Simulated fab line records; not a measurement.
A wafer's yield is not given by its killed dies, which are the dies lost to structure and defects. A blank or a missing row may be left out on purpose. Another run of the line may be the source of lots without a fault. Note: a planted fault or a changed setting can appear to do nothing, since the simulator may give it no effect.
The same fault as seen by 2 desks + flow gf180mcu + every desk sees just its own numbers, and what lay behind them comes last

DESK OF THE TOOL OWNER: implanter-04
The tool's own readings at GF_VT_IMPLANT_IMPLANT_19: means of the sampled wafers that have a number, for each lot that ran on this tool. Marked OUT: a lot whose mean sits more than 4 standard deviations from the usual mean, which makes it out of limits; the brackets give that distance.
Columns: A = beam-energy-keV at GF_VT_IMPLANT_IMPLANT_19, usual 100.00; B = beam-on-s at GF_VT_IMPLANT_IMPLANT_19, usual 10.01 s
| lot  | first seen here | A                        | B     |
|------|-----------------|--------------------------|-------|
| L526 | day 7 00:36     | 100.01                   | 9.95  |
| L539 | day 10 04:50    | 107.26 (+99 or more) OUT | 10.04 |
| L540 | day 10 12:09    | 107.32 (+99 or more) OUT | 10.14 |
Finding of this desk: L539, L540 out of limits; the first was L539 at day 10 04:50, on beam-energy-keV at GF_VT_IMPLANT_IMPLANT_19. Within limits: L526.

THE METROLOGY DESK
What the gauges read for every lot (on any tool): the sampled wafers with a number, averaged. Marked OUT: a lot whose mean sits more than 4 standard deviations from the usual mean, which makes it out of limits; the brackets give that distance.
Columns: A = VT_IMPLANT_OVL at GF_VT_IMPLANT_OVL_MEAS_07, usual 0.0 nm; B = VT_IMPLANT_TW at GF_VT_IMPLANT_TW_MEAS_10, usual 564; C = VT_IMPLANT_01_OVL at GF_VT_IMPLANT_OVL_MEAS_18, usual -0.4 nm
| lot  | first seen here | A    | B   | C    |
|------|-----------------|------|-----|------|
| L526 | day 6 09:49     | -1.4 | 560 | -3.2 |
| L530 | day 7 03:54     | -0.2 | 567 | -0.4 |
| L539 | day 9 10:53     | 0.2  | 560 | -0.7 |
| L540 | day 9 18:31     | 1.8  | 569 | -0.2 |
| L541 | day 10 00:01    | -1.4 | 566 | -0.4 |
| L547 | day 11 12:12    | -0.6 | 554 | 1.5  |
Finding of this desk: none of the 6 lots has anything out of limits.

TAKEN TOGETHER
The tool owner's desk had the chance to raise an alarm at day 10 04:50 on L539, L540.
From the metrology desk's view, nothing was out of limits.
The metrology desk has L539, L540 on record, within its limits.
The lots listed all ran GF_VT_IMPLANT_IMPLANT_19 on implanter-04.

WHAT THE SIMULATOR HAD PUT IN
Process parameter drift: implanter-04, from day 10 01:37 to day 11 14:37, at GF_VT_IMPLANT_IMPLANT_19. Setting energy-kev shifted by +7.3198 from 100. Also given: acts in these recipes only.
Lots struck among those shown: L539, L540.
Hours from the fault's start to each desk's first reading out of limits: the tool owner's desk, 3.
